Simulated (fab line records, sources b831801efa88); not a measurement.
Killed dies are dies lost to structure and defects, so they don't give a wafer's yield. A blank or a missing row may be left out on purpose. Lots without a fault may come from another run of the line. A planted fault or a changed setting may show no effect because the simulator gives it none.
A struck lot beside a sound one | flow sky130 | 21 steps out of a route of 708
Sound: wafers L199.1, L199.3, L199.6. Struck: wafers L203.2, L203.3, L203.4. The cause comes at the end.
At each step with rows: each side's tool, then ch and its chambers, then its first start. Under that, the readings that differ: sound wafers | struck wafers | difference of the means | sigmas: that difference in standard deviations of wafers without a fault.
alike: readings whose means differ by less than 2 such deviations, and words and numbers that are the same on both sides. not compared: withheld readings, readings that some wafer has no value for, bounds like >300 that may hide the same value, and numbers for which the record gives no deviation and whose values overlap.
The two part at a step that has a row with sigmas, a row that says differs or no value, or rows on one side only. Numbers that don't overlap but have no deviation are shown without sigmas and don't part them. A reading that every wafer of one side lacks parts them only if that side has two wafers or more.

first, 1 step without rows for these wafers: SKY_RES_XHIGH_IMPLANT_07.
SKY_RES_XHIGH_STRIP_08: strips in O2/N2.
  sound on plasma_asher-02 ch 1, day 26 22:47; struck on plasma_asher-04 ch 0,1, day 28 20:57
  alike: drypump_motor_current_A, oes_product_au, strip_time_to_endpoint_s
  not compared: rf_hours_counter_h
SKY_RES_XHIGH_TW_MEAS_09:
  sound on film_metro-04, day 26 22:53; struck on film_metro-01, day 28 21:04
  alike: RES_XHIGH_TW
then, 7 steps without rows for these wafers: SKY_SD_N_DEHYDRATE_00 (time 60 s); SKY_SD_N_HMDS_01 (prime time 60 s); SKY_SD_N_COAT_02 (resist thk 1140 nm); SKY_SD_N_SOFTBAKE_03 (time 60 s); SKY_SD_N_EXPOSE_04 (exposes mask NSDM, target cd 380 nm); SKY_SD_N_PEB_05; SKY_SD_N_DEVELOP_06 (develop time 60 s).
SKY_SD_N_CD_MEAS_07: target cd 380 nm.
  sound on cd_sem-01, day 28 03:07; struck on cd_sem-01, day 30 00:15
  alike: cd_nm
SKY_SD_N_OVL_MEAS_08:
  sound on overlay-02, day 28 03:14; struck on overlay-02, day 30 00:22
  alike: SD_N_OVL
SKY_SD_N_IMPLANT_09:
  sound on implanter-03 ch 0, day 28 03:16; struck on implanter-03 ch 0, day 30 00:25
  reading                   | sound                | struck               | difference | sigmas
  beam_energy_keV           | 50.041 50.005 50.003 | 45.057 45.035 45.042 | -4.972     | -99 or more
  model.implant.rp_nm (nm)  | 33.3 33.3 33.3       | 30.09 30.09 30.09    | -3.21      |
  model.implant.drp_nm (nm) | 14.11 14.11 14.11    | 13.05 13.05 13.05    | -1.06      |
  alike: faraday_current_uA
then, 1 step without rows for these wafers: SKY_SD_N_IMPLANT_10.
SKY_SD_N_STRIP_11: strips in O2/N2.
  sound on plasma_asher-02 ch 0,1, day 28 03:34; struck on plasma_asher-02 ch 0,1, day 30 00:41
  reading                      | sound             | struck            | difference | sigmas
  oes_product_au (a.u.)        | 0.527 0.528 0.529 | 0.542 0.542 0.543 | +0.014     | +3
  strip_time_to_endpoint_s (s) | 22.45 22.51 22.48 | 21.82 21.80 21.85 | -0.66      | -18
  alike: drypump_motor_current_A
  not compared: rf_hours_counter_h
SKY_SD_N_TW_MEAS_12:
  sound on film_metro-01, day 28 03:40; struck on film_metro-01, day 30 00:48
  alike: SD_N_TW
then, 1 step without rows for these wafers: SKY_SD_N_CLEAN_13 (cleans in SC1/SC2, time 150 s).
SKY_SD_N_RTA_14: time 2 s.
  sound on rtp_anneal-02 ch 0, day 28 03:47; struck on rtp_anneal-02 ch 0, day 30 00:55
  alike: anneal_temp_c_max, lamp_power_pct, wafer_temp_C_max
SKY_SD_N_RS_MEAS_16: measures by four-point-probe.
  sound on film_metro-01, day 28 03:57; struck on film_metro-03, day 30 01:05
  reading          | sound             | struck            | difference | sigmas
  SD_N_RS (ohm/sq) | 68.77 68.65 68.67 | 72.36 72.06 72.24 | +3.52      | +35
SKY_SD_N_RS_MEAS_17: measures by four-point-probe.
  sound on film_metro-01, day 28 04:04; struck on film_metro-03, day 30 01:13
  alike: SD_P_RS
-- the record jumps here: 17 days lie between the struck wafers' starts before and after (it left off in module SD_N and takes up again in module PAD_OPEN, whose first step shown is number 708 of the route) --
SKY_PAD_OPEN_PROBE_99:
  sound on prober-01, day 45 19:42; struck on prober-02, day 47 03:07
  reading                            | sound             | struck            | difference | sigmas
  model.etest.res_ndiff.line_ohm_um  | 764.7 755.6 754.4 | 781.8 802 794.9   | +34.7      |
  model.etest.res_ndiff.rs_ohm_sq    | 117.2 117.4 117.2 | 123.2 124.5 123.8 | +6.6       |
  model.etest.res_ndiff_hv.rs_ohm_sq | 110.9 111.4 111.1 | 116.8 117.6 117.1 | +6.0       |
  alike: killed_at_M0_to_M3, killed_at_M4_up, killed_at_contacts, killed_at_front_end, killed_at_other, killed_dies, killed_open, killed_short

WHERE THEY PART
First at SKY_SD_N_IMPLANT_09; last, within this record, at SKY_SD_N_RS_MEAS_16. Later steps at which nothing parts them and some readings are alike: SKY_SD_N_RS_MEAS_17, SKY_PAD_OPEN_PROBE_99.

WHY: what the simulator had put in
Process parameter drift: implanter-03, from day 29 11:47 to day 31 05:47, at SKY_SD_N_IMPLANT_09. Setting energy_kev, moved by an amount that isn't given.
